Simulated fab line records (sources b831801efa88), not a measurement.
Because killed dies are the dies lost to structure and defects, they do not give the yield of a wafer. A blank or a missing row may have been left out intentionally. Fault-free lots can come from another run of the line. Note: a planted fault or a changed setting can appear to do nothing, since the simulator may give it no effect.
Which tool was responsible? | flow sky130 | 24 lots, 72 wafers sampled, at 4 steps of a route of 708

== WHAT THE GAUGES SHOWED, per wafer ==
SKY_VIA1_THK_MEAS_01.
lot  | measured     | on            | VIA1_HDPCVD_THK (nm)
L074 | day 32 16:10 | film_metro-01 | 1033 1034 1022
L075 | day 33 06:14 | film_metro-01 | 1029 1039 1035
L076 | day 34 00:35 | film_metro-01 | 1050 1028 1030
L077 | day 34 10:22 | film_metro-04 | 1028 1037 1036
L079 | day 34 14:13 | film_metro-01 | 1020 1025 1030
L078 | day 34 20:55 | film_metro-03 | 1034 1031 1023
L080 | day 35 01:56 | film_metro-01 | 1040 1045 1045
L081 | day 35 14:22 | film_metro-01 | 1013 1044 1030
L082 | day 35 16:16 | film_metro-03 | 1024 1036 1038
L083 | day 35 17:26 | film_metro-04 | 1017 1039 1024
L084 | day 36 03:32 | film_metro-03 | 1016 1033 1023
L085 | day 36 13:37 | film_metro-01 | 1037 1019 1017
L086 | day 36 20:21 | film_metro-01 | 1037 1030 1024
L087 | day 37 05:25 | film_metro-04 | 1024 1026 1019
L089 | day 37 15:31 | film_metro-01 | 1023 1021 1042
L088 | day 37 16:08 | film_metro-01 | 1014 1031 1031
L090 | day 38 02:39 | film_metro-01 | 1028 1026 1028
L091 | day 38 09:47 | film_metro-01 | 1030 1024 1020
L092 | day 38 12:35 | film_metro-03 | 1032 1036 1030
L093 | day 38 20:46 | film_metro-04 | 1033 1040 1044
L094 | day 39 05:06 | film_metro-03 | 1030 1031 1048
L095 | day 39 06:37 | film_metro-03 | 1025 1023 1026
L096 | day 39 14:03 | film_metro-03 | 1035 1047 1025
L097 | day 39 23:43 | film_metro-03 | 1020 1045 1020

SKY_CAP2M_THK_MEAS_04: measures by xrf.
lot  | measured     | on            | CAP2M_TIN_THK (nm)
L074 | day 39 11:12 | film_metro-01 | 206.1 208.5 207.0
L075 | day 40 01:22 | film_metro-01 | 207.4 205.7 206.9
L076 | day 40 19:29 | film_metro-02 | 205.2 207.9 204.3
L077 | day 41 02:41 | film_metro-01 | 205.1 205.5 203.2
L079 | day 41 07:46 | film_metro-02 | 205.3 205.6 205.5
L078 | day 41 13:50 | film_metro-02 | 206.5 205.3 205.7
L080 | day 41 18:26 | film_metro-03 | 206.2 205.2 205.8
L081 | day 42 06:08 | film_metro-03 | 202.7 205.4 203.1
L082 | day 42 07:03 | film_metro-03 | 210.1 209.3 206.2
L083 | day 42 08:42 | film_metro-03 | 206.5 203.8 206.8
L084 | day 42 18:35 | film_metro-02 | 205.6 208.7 207.9
L085 | day 43 03:34 | film_metro-03 | 203.9 202.9 204.2
L086 | day 43 09:44 | film_metro-02 | 207.5 205.3 207.6
L087 | day 43 17:02 | film_metro-01 | 201.3 202.7 202.6
L089 | day 43 23:31 | film_metro-01 | 201.2 206.0 205.3
L088 | day 44 02:45 | film_metro-01 | 202.7 204.0 203.4
L090 | day 44 11:29 | film_metro-02 | 206.8 208.8 209.5
L091 | day 44 17:14 | film_metro-01 | 203.5 202.8 202.5
L092 | day 44 20:26 | film_metro-03 | 202.3 202.5 205.4
L093 | day 45 04:04 | film_metro-01 | 203.7 203.4 206.6
L094 | day 45 13:02 | film_metro-02 | 204.5 200.8 204.5
L095 | day 45 13:34 | film_metro-03 | 205.2 204.5 206.4
L096 | day 45 16:53 | film_metro-02 | 207.4 206.7 206.5
L097 | day 46 02:08 | film_metro-03 | 201.7 204.2 202.6

== WHAT TOOL EACH LOT RAN ON (gives the tool, then ch and the chambers of the sampled wafers, and finally the start) ==
lot  | SKY_METAL2_ETCH_18                | SKY_METAL4_SPUTTER_04
L074 | rie_metal-02 ch 0, day 34 23:01   | pvd_sputter-01, day 39 10:49
L075 | rie_metal-02 ch 0, day 35 12:55   | pvd_sputter-01, day 40 00:59
L076 | rie_metal-02 ch 0, day 36 06:58   | pvd_sputter-01, day 40 19:08
L077 | rie_metal-03 ch 0,1, day 36 16:38 | pvd_sputter-03, day 41 02:19
L079 | rie_metal-04 ch 0,1, day 36 20:01 | pvd_sputter-01, day 41 07:23
L078 | rie_metal-02 ch 0,1, day 37 03:35 | pvd_sputter-01, day 41 13:28
L080 | rie_metal-04 ch 0,1, day 37 07:56 | pvd_sputter-03, day 41 18:04
L081 | rie_metal-04 ch 0,1, day 37 20:36 | pvd_sputter-01, day 42 05:46
L082 | rie_metal-03 ch 0,1, day 37 21:16 | pvd_sputter-01, day 42 06:40
L083 | rie_metal-02 ch 0,1, day 37 22:55 | pvd_sputter-02, day 42 08:19
L084 | rie_metal-03 ch 0,1, day 38 09:26 | pvd_sputter-03, day 42 18:14
L085 | rie_metal-02 ch 1, day 38 19:29   | pvd_sputter-01, day 43 03:11
L086 | rie_metal-03 ch 0,1, day 39 01:25 | pvd_sputter-01, day 43 09:22
L087 | rie_metal-04 ch 1, day 39 10:26   | pvd_sputter-03, day 43 16:40
L089 | rie_metal-03 ch 0,1, day 39 18:37 | pvd_sputter-02, day 43 23:07
L088 | rie_metal-03 ch 0,1, day 39 21:15 | pvd_sputter-03, day 44 02:23
L090 | rie_metal-02 ch 1, day 40 07:01   | pvd_sputter-02, day 44 11:08
L091 | rie_metal-04 ch 0,1, day 40 14:02 | pvd_sputter-02, day 44 16:52
L092 | rie_metal-02 ch 1, day 40 16:34   | pvd_sputter-01, day 44 20:04
L093 | rie_metal-04 ch 0,1, day 41 00:08 | pvd_sputter-01, day 45 03:41
L094 | rie_metal-02 ch 0,1, day 41 10:14 | pvd_sputter-02, day 45 12:40
L095 | rie_metal-04 ch 0,1, day 41 10:14 | pvd_sputter-03, day 45 13:12
L096 | rie_metal-02 ch 0,1, day 41 16:57 | pvd_sputter-02, day 45 16:32
L097 | rie_metal-04 ch 0,1, day 42 02:21 | pvd_sputter-01, day 46 01:46
- SKY_METAL2_ETCH_18: etches BARC in N2/H2, stops on SiO2, time 45.9 s, target depth 60 nm.
- SKY_METAL4_SPUTTER_04: material TiN, target thk 70 nm, time 58.3 s.

== AS READ BY THE TOOLS THEMSELVES (means over the sampled wafers that have a number; for cases with no such wafer, the mark the record gives instead) ==
SKY_METAL2_ETCH_18.
lot  | tool         | drypump_motor_current_A (A) | oes_product_au (a.u.) | rf_fwd_power_W (W) | throttle_valve_pct (%)
L074 | rie_metal-02 | 5.8                         | 0.857                 | 495.9              | 13.220
L075 | rie_metal-02 | 5.8                         | 0.857                 | 495.5              | 13.222
L076 | rie_metal-02 | 5.8                         | 0.853                 | 497.0              | 13.220
L077 | rie_metal-03 | 5.3                         | 0.856                 | 493.2              | 13.211
L079 | rie_metal-04 | 5.9                         | 0.853                 | 495.6              | 13.221
L078 | rie_metal-02 | 5.5                         | 0.857                 | 494.7              | 13.223
L080 | rie_metal-04 | 5.9                         | 0.854                 | 495.3              | 13.220
L081 | rie_metal-04 | 5.9                         | 0.851                 | 494.6              | 13.222
L082 | rie_metal-03 | 5.3                         | 0.857                 | 494.2              | 13.220
L083 | rie_metal-02 | 5.4                         | 0.852                 | 495.5              | 13.215
L084 | rie_metal-03 | 5.3                         | 0.855                 | 493.7              | 13.222
L085 | rie_metal-02 | 4.9                         | 0.853                 | 493.2              | 13.221
L086 | rie_metal-03 | 5.3                         | 0.855                 | 494.4              | 13.221
L087 | rie_metal-04 | 5.8                         | 0.856                 | 498.1              | 13.223
L089 | rie_metal-03 | 5.3                         | 0.856                 | 493.2              | 13.222
L088 | rie_metal-03 | 5.2                         | 0.853                 | 493.5              | 13.223
L090 | rie_metal-02 | 4.9                         | 0.852                 | 491.2              | 13.218
L091 | rie_metal-04 | 5.9                         | 0.856                 | 494.3              | 13.229
L092 | rie_metal-02 | 4.9                         | 0.854                 | 491.6              | 13.218
L093 | rie_metal-04 | 5.9                         | 0.857                 | 495.2              | 13.230
L094 | rie_metal-02 | 5.2                         | 0.853                 | 493.1              | 13.223
L095 | rie_metal-04 | 5.9                         | 0.847                 | 493.7              | 13.220
L096 | rie_metal-02 | 5.5                         | 0.853                 | 496.5              | 13.222
L097 | rie_metal-04 | 5.8                         | 0.852                 | 497.2              | 13.237

SKY_METAL4_SPUTTER_04.
lot  | tool           | throttle_valve_pct (%)
L074 | pvd_sputter-01 | 31.4
L075 | pvd_sputter-01 | 31.4
L076 | pvd_sputter-01 | 31.1
L077 | pvd_sputter-03 | 29.7
L079 | pvd_sputter-01 | 31.1
L078 | pvd_sputter-01 | 31.0
L080 | pvd_sputter-03 | 29.4
L081 | pvd_sputter-01 | 31.4
L082 | pvd_sputter-01 | 31.0
L083 | pvd_sputter-02 | 30.3
L084 | pvd_sputter-03 | 28.2
L085 | pvd_sputter-01 | 30.9
L086 | pvd_sputter-01 | 31.2
L087 | pvd_sputter-03 | 29.4
L089 | pvd_sputter-02 | 31.0
L088 | pvd_sputter-03 | 29.9
L090 | pvd_sputter-02 | 30.1
L091 | pvd_sputter-02 | 30.7
L092 | pvd_sputter-01 | 31.0
L093 | pvd_sputter-01 | 30.9
L094 | pvd_sputter-02 | 30.6
L095 | pvd_sputter-03 | 29.3
L096 | pvd_sputter-02 | 30.9
L097 | pvd_sputter-01 | 31.2

== THE ANSWER, worked out from the rows above alone ==
Rule: what is usual is taken from the lots themselves. Put in order of their means at a reading, lots are off if they are a third of the lots or fewer, leave a main group of 4 or more, and stand apart from it by a gap of 3 or more times the standard deviation of the main group's means; of several such gaps the widest counts. Not used: any main group whose means are identical at the precision the tables above print for the reading. A lot without any number at a reading at which 4 lots or more have one is off too. Any other lot the step has rows for is counted as sound. First the gauges in route order, then the tools' own readings, where a lot's mean is used as printed above. At the first step where some lot is off, the reading lying furthest off is the one used; lots without a number count as furthest.
Nothing can be told from this: no lot is off at any reading shown.

== WHAT THE SIMULATOR PUT IN ==
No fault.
